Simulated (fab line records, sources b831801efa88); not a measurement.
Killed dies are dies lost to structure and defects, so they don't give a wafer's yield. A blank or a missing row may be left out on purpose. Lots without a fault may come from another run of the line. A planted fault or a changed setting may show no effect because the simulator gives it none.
One fault seen from 2 desks | flow sky130 | each desk has only its own numbers; what lay behind them comes last

THE METROLOGY DESK
What the gauges read, lot by lot, whatever tool the lot ran on: means of the sampled wafers that have a number. A lot is out of limits, marked OUT, if its mean lies more than 4 standard deviations from the usual mean; the brackets give that distance.
Columns: A = VIA4_OVL at SKY_VIA4_OVL_MEAS_11, usual 0.5 nm
lot  | first seen here | A
L914 | day 43 03:20    | 0.5
L917 | day 43 23:01    | 0.2
L918 | day 44 02:20    | 0.0
L919 | day 44 05:29    | 1.0
L921 | day 45 08:08    | 1.4
L922 | day 45 08:29    | 0.4
L923 | day 45 15:16    | -0.4
L925 | day 46 06:55    | 1.3
L926 | day 46 10:47    | -0.3
L928 | day 47 02:23    | 2.2
L929 | day 47 02:40    | -0.6
This desk's finding: nothing out of limits on any of the 11 lots.

THE TOOL OWNER'S DESK: rie_metal-02
The tool's own readings at SKY_METAL4_METAL_ETCH_18 (etches the open film in Cl2/BCl3, stops on SiO2, target depth 845 nm, time 183.1 s): means of the sampled wafers that have a number, for each lot that ran on this tool. A lot is out of limits, marked OUT, if its mean lies more than 4 standard deviations from the usual mean; the brackets give that distance.
Columns: A = drypump_motor_current_A at SKY_METAL4_METAL_ETCH_18, usual 6.2 A; B = oes_product_au at SKY_METAL4_METAL_ETCH_18, usual 0.868 a.u.; C = throttle_valve_pct at SKY_METAL4_METAL_ETCH_18, usual 22.265 %
lot  | first seen here | A   | B                | C
L917 | day 42 23:08    | 6.3 | 0.865            | 22.271
L918 | day 43 03:07    | 6.2 | 0.878            | 22.258
L919 | day 43 06:25    | 6.3 | 0.864            | 22.271
L926 | day 45 12:11    | 6.3 | 0.870            | 22.265
L929 | day 46 04:28    | 6.2 | 0.837 (-4.1) OUT | 22.267
This desk's finding: out of limits on L929; first on L929, day 46 04:28 (oes_product_au at SKY_METAL4_METAL_ETCH_18). In limits: L917, L918, L919, L926.

PUT TOGETHER
The tool owner's desk could have raised an alarm at day 46 04:28, on L929.
The metrology desk saw nothing out of limits.
The metrology desk has L929 on record, within its limits.
Of the lots named, all ran SKY_METAL4_METAL_ETCH_18 on rie_metal-02.

WHAT THE SIMULATOR HAD PUT IN
Process parameter drift: rie_metal-02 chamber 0, from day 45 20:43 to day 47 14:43, at SKY_METAL4_METAL_ETCH_18. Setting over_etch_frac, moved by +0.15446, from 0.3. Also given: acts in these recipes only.
Lots struck among those shown: L929.
Hours from the fault's start to each desk's first reading out of limits: the tool owner's desk, 8.
